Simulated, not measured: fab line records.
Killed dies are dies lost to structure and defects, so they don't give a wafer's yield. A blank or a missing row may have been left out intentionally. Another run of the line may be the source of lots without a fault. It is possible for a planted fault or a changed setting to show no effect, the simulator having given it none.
fab line records | flow sky130
record: lots: 6 | wafers: 18 | lastDay: 50
route steps=708 shown NWELL@61
lots untouched by any fault: they come from a run of this same line in which no faults occurred
startH: start of the lot's first displayed wafer, in hours after the record's first day | waitH: hours elapsed since this lot's preceding step | " the same as in the row above | L1.1+2: a single row standing in for several wafers | - no value, or no start given | * or withheld: withheld | < > ~ a bound
route shown NAME@n: a module of which the file shows steps, and the number in the route of the first | usual: mean/standard deviation taken from wafers without a fault | same: alike in all rows | chamber/n: place in a boat | sites: the reading at each site | _std_site: their standard deviation | _edge_site: outer sites' mean less inner sites' | radiusMm: how far each site lies from the wafer's centre | mask NAME#n: copy n | behind: tool/chamber where the wafer was last shaped | hold: reason for holding the lot/hours on hold/outcome of the hold | device: the n, p or np transistor that did not switch | end of line: tests run on the same wafers once the route is complete | a step without rows: its recipe alone | killed: the dies lost at the first sort to structure and to defects; this is not the yield of the wafer | map: a wafer's dies, x killed, . not, _ none there
set.NAME: the run value of the setting; set.NAME@STEP: its run value at that earlier step | model.NAME: the simulator's own value behind a step, which no gauge read
lots seen at some steps along the route; tables by step, rows by wafer
services: the hour from which a tool's chamber was out of use, counted from the record's first day as startH (under 0 if before that day), plus the number of hours and why
== steps ==
step: SKY_NWELL_PEB_08
recipe: tempC: 115 | timeS: withheld
step: SKY_NWELL_DEVELOP_09
recipe: wallAngleDeg: 90 | developer: TMAH | developTimeS: 60 | devTempC: 23
step: SKY_NWELL_OVL_MEAS_10
usual: NWELL_00_OVL: -1.0/1.3
lot.wafer | tool       | chamber | startH | waitH | NWELL_00_OVL[nm]
L884.1    | overlay-02 | -       | 107.11 | -     | -2.7
L884.2    | "          | -       | "      | "     | -2.1
L884.3    | "          | -       | "      | "     | -5.6
L889.1    | overlay-02 | -       | 136.81 | -     | 0.1
L889.3    | "          | -       | "      | "     | -0.9
L889.4    | "          | -       | "      | "     | 0.3
L890.1    | overlay-02 | -       | 143.23 | -     | -1.4
L890.3    | "          | -       | "      | "     | -1.7
L890.5    | "          | -       | "      | "     | -1.0
L891.2    | overlay-01 | -       | 146.89 | -     | -2.0
L891.3    | "          | -       | "      | "     | 0.5
L891.5    | "          | -       | "      | "     | 1.5
L897.1    | overlay-02 | -       | 185.01 | -     | -1.1
L897.2    | "          | -       | "      | "     | -1.8
L897.6    | "          | -       | "      | "     | -2.0
L898.2    | overlay-01 | -       | 190.57 | -     | -1.8
L898.4    | "          | -       | "      | "     | -2.2
L898.5    | "          | -       | "      | "     | -0.2
step: SKY_NWELL_IMPLANT_11
recipe: species: P | energyKev: 400 | doseCm2: 1.9e+13 | tiltDeg: withheld
step: SKY_NWELL_IMPLANT_12
recipe: species: P | energyKev: 120 | doseCm2: 1.3e+12 | tiltDeg: withheld
step: SKY_NWELL_IMPLANT_13
recipe: species: P | energyKev: 50 | doseCm2: 7e+11 | tiltDeg: withheld
step: SKY_NWELL_STRIP_14
recipe: chemistry: O2/N2 | powerW: 1400 | pressureMtorr: 1500 | platenTempC: withheld | o2FlowSccm: 3000 | n2FlowSccm: 300 | overashFraction: 0.5
usual: drypumpMotorCurrentA: 5.6/0.51 | oesProductAu: 0.723/0.0045 | stripTimeToEndpointS: 36.88/0.11
same: overashFraction: 0.5
lot.wafer | tool           | chamber | startH | waitH | drypumpMotorCurrentA | oesProductAu | rfHoursCounterH | stripTimeToEndpointS
L884.1    | plasmaAsher-01 | 1       | 107.60 | 0.1   | 6.3                  | 0.722        | 30              | 36.88
L884.2    | "              | 0       | "      | "     | 5.2                  | 0.722        | 30              | 36.82
L884.3    | "              | 1       | "      | "     | 6.4                  | 0.710        | -               | 36.75
L889.1    | plasmaAsher-02 | 0       | 137.30 | 0.1   | 5.2                  | 0.724        | 2               | 36.70
L889.3    | "              | 1       | "      | "     | 5.2                  | 0.725        | -               | 36.74
L889.4    | "              | 0       | "      | "     | 5.2                  | 0.717        | -               | 36.80
L890.1    | plasmaAsher-02 | 0       | 143.72 | 0.1   | 5.2                  | 0.716        | 3               | 36.78
L890.3    | "              | 0       | "      | "     | 5.2                  | 0.715        | -               | 36.79
L890.5    | "              | 0       | "      | "     | 5.2                  | 0.730        | -               | 36.73
L891.2    | plasmaAsher-02 | 0       | 147.37 | 0.1   | 5.2                  | 0.724        | 4               | 37.02
L891.3    | "              | 1       | "      | "     | 5.2                  | 0.725        | -               | 36.97
L891.5    | "              | 1       | "      | "     | 5.2                  | 0.720        | -               | 37.03
L897.1    | plasmaAsher-01 | 1       | 185.50 | 0.1   | 6.4                  | 0.722        | 37              | 36.95
L897.2    | "              | 0       | "      | "     | 5.3                  | 0.730        | 37              | 37.02
L897.6    | "              | 1       | "      | "     | 6.4                  | 0.726        | -               | 36.85
L898.2    | plasmaAsher-04 | 0       | 191.05 | 0.1   | 6.4                  | 0.720        | 54              | 36.76
L898.4    | "              | 1       | "      | "     | 6.0                  | 0.726        | -               | 36.86
L898.5    | "              | 0       | "      | "     | 6.4                  | 0.722        | -               | 36.86
step: SKY_NWELL_TW_MEAS_15
usual: NWELL_TW: 1802/24
lot.wafer | tool         | chamber | startH | waitH | NWELL_TW
L884.1    | filmMetro-03 | -       | 107.70 | 0.1   | 1827
L884.2    | "            | -       | "      | "     | 1830
L884.3    | "            | -       | "      | "     | 1817
L889.1    | filmMetro-03 | -       | 137.40 | 0.1   | 1827
L889.3    | "            | -       | "      | "     | 1841
L889.4    | "            | -       | "      | "     | 1830
L890.1    | filmMetro-02 | -       | 143.82 | 0.1   | 1803
L890.3    | "            | -       | "      | "     | 1799
L890.5    | "            | -       | "      | "     | 1806
L891.2    | filmMetro-01 | -       | 147.48 | 0.1   | 1775
L891.3    | "            | -       | "      | "     | 1782
L891.5    | "            | -       | "      | "     | 1783
L897.1    | filmMetro-01 | -       | 185.60 | 0.1   | 1784
L897.2    | "            | -       | "      | "     | 1778
L897.6    | "            | -       | "      | "     | 1773
L898.2    | filmMetro-02 | -       | 191.16 | 0.1   | 1818
L898.4    | "            | -       | "      | "     | 1818
L898.5    | "            | -       | "      | "     | 1804
step: SKY_NWELL_DEHYDRATE_16
recipe: tempC: 200 | timeS: 60
step: SKY_NWELL_HMDS_17
recipe: primeTimeS: 60 | primeTempC: 120
step: SKY_NWELL_COAT_18
recipe: spinRpm: 2000 | resistThkNm: 3000
step: SKY_NWELL_SOFTBAKE_19
recipe: tempC: 110 | timeS: withheld
step: SKY_NWELL_EXPOSE_20
recipe: maskId: NWM_COMPLEMENT | na: 0.6 | sourceShape: conventional | sigmaOuter: 0.6 | polarization: unpolarized | targetCdNm: 840 | doseMj: 260
usual: exposureDoseMJCm2: 259.93/0.24 | focusOffsetNm: 0.1/0.48
lot.wafer | tool            | chamber | startH | waitH | mask             | exposureDoseMJCm2 | focusOffsetNm | model.NWELL.overlayXNm
L884.1    | ilineStepper-01 | 0       | 116.69 | -     | NWM_COMPLEMENT#0 | 259.68            | 1.0           | -1.07
L884.2    | "               | 0       | "      | "     | NWM_COMPLEMENT#0 | 259.72            | 0.3           | -1.07
L884.3    | "               | 0       | "      | "     | NWM_COMPLEMENT#0 | 260.11            | -0.3          | -1.07
L889.1    | ilineStepper-01 | -       | 147.75 | -     | NWM_COMPLEMENT#0 | -                 | -             | 1.135
L889.3    | "               | -       | "      | "     | NWM_COMPLEMENT#0 | -                 | -             | 1.135
L889.4    | "               | -       | "      | "     | NWM_COMPLEMENT#0 | -                 | -             | 1.135
L890.1    | ilineStepper-02 | -       | 154.11 | -     | NWM_COMPLEMENT#0 | -                 | -             | -0.2101
L890.3    | "               | -       | "      | "     | NWM_COMPLEMENT#0 | -                 | -             | -0.2101
L890.5    | "               | -       | "      | "     | NWM_COMPLEMENT#0 | -                 | -             | -0.2101
L891.2    | ilineStepper-02 | 0       | 157.93 | -     | NWM_COMPLEMENT#0 | 259.93            | -0.2          | 0.2204
L891.3    | "               | 0       | "      | "     | NWM_COMPLEMENT#0 | 259.96            | 0.6           | 0.2204
L891.5    | "               | 0       | "      | "     | NWM_COMPLEMENT#0 | 259.95            | 0.2           | 0.2204
L897.1    | ilineStepper-02 | 0       | 197.29 | -     | NWM_COMPLEMENT#0 | 259.75            | 0.2           | 1.147
L897.2    | "               | 0       | "      | "     | NWM_COMPLEMENT#0 | 259.99            | 0.0           | 1.147
L897.6    | "               | 0       | "      | "     | NWM_COMPLEMENT#0 | 260.08            | -0.2          | 1.147
L898.2    | ilineStepper-02 | 0       | 202.68 | -     | NWM_COMPLEMENT#0 | 259.92            | 0.0           | 0.1967
L898.4    | "               | 0       | "      | "     | NWM_COMPLEMENT#0 | 260.06            | -0.3          | 0.1967
L898.5    | "               | 0       | "      | "     | NWM_COMPLEMENT#0 | 259.88            | 0.6           | 0.1967
step: SKY_NWELL_PEB_21
recipe: tempC: 115 | timeS: withheld
== services ==
tool            | chamber | startH | hours | kind
plasmaAsher-02  | -       | 108.75 | 9.0   | pm
plasmaAsher-02  | 0       | 108.75 | 9.0   | ventCycle
plasmaAsher-02  | 1       | 108.75 | 9.0   | ventCycle
ilineStepper-02 | 0       | 114.99 | -     | calibration
plasmaAsher-02  | 0       | 117.75 | -     | clean
plasmaAsher-02  | 1       | 117.75 | -     | clean
plasmaAsher-01  | -       | 118.82 | 14.6  | pm
plasmaAsher-04  | -       | 136.42 | 14.6  | pm
ilineStepper-01 | 0       | 181.21 | -     | calibration
plasmaAsher-04  | -       | 182.04 | 1.4   | repair
plasmaAsher-01  | -       | 188.25 | 7.5   | repair
plasmaAsher-04  | -       | 193.02 | 4.3   | repair
== key ==
firstSign: step: SKY_NWELL_EXPOSE_20 | reading: toolRecord | direction: missing
effect none on later readings
modelEffect: step: SKY_NWELL_EXPOSE_20 | value: NWELL.overlayXNm | without: -0.2564 | struck: 0.4623
metAt SKY_NWELL_EXPOSE_20
struckWafers L889.1,L889.3,L889.4,L890.1,L890.3,L890.5
rowsEnd L890.1,L890.3,L890.5
sortLeftOut L889.1,L889.3,L889.4
testerLeftOut L889
onsetBetween 116.69 147.75
fault: kind: skippedStepWhole | tool: ilineStepper-01,ilineStepper-02 | chamber: - | onsetH: 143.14 | steps: SKY_NWELL_EXPOSE_20 | scope: struckLotsOnly
testerLeftOut: of these lots the tester's yield and bins aren't shown, on N5 and GAA mostly nor the transistor test; their killed dies are dies lost to structure and defects alone, not to doping, threshold or leakage, so they don't give the yield
sortLeftOut: the simulated sort isn't trusted on such a fault, so these wafers' sort isn't shown, and their yield isn't known
rowsEnd: these wafers met a further fault down the route, and their rows from its step on are left out
